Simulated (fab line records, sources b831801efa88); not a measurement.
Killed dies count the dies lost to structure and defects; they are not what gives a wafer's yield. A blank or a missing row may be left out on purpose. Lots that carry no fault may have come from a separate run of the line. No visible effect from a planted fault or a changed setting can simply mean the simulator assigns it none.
A single fault, viewed from 2 desks    flow sky130    each desk holds nothing but its own numbers, with what lay behind them at the end

## AT THE METROLOGY DESK
Lot by lot, what the gauges showed, no matter which tool ran the lot: averages of those sampled wafers that carry a number. Marked OUT: a lot whose mean sits more than 4 standard deviations from the usual mean, which makes it out of limits; the brackets give that distance.
Columns: A = VIA1_W_RS at SKY_VIA1_RS_MEAS_22, usual 0.426 ohm/sq; B = VIA1_W_THK at SKY_VIA1_THK_MEAS_23, usual 271 nm
lot   first seen here  A      B
L657  day 34 08:10     0.434  268
L658  day 34 10:23     0.428  272
L670  day 38 08:22     0.419  271
L672  day 38 21:43     0.427  274
L679  day 40 21:49     0.424  275
L680  day 41 05:21     0.433  269
This desk's finding: nothing out of limits on any of the 6 lots.

## DESK OF THE TOOL OWNER: pvd_sputter-01
The tool's own readings at SKY_METAL2_SPUTTER_03 (material Ti, target thk 5 nm, time 3.3 s): means of the sampled wafers that have a number, for each lot that ran on this tool. Marked OUT: a lot whose mean sits more than 4 standard deviations from the usual mean, which makes it out of limits; the brackets give that distance.
Columns: A = throttle_valve_pct at SKY_METAL2_SPUTTER_03, usual 29.5 %
lot   first seen here  A
L657  day 34 08:43     29.9
L670  day 38 08:55     29.8
L672  day 38 22:14     29.9
This desk's finding: nothing out of limits on any of the 3 lots.

## ALL TOGETHER
Nothing out of limits was seen by the metrology desk.
The tool owner's desk saw nothing out of limits.

## WHAT HAD BEEN PUT IN BY THE SIMULATOR
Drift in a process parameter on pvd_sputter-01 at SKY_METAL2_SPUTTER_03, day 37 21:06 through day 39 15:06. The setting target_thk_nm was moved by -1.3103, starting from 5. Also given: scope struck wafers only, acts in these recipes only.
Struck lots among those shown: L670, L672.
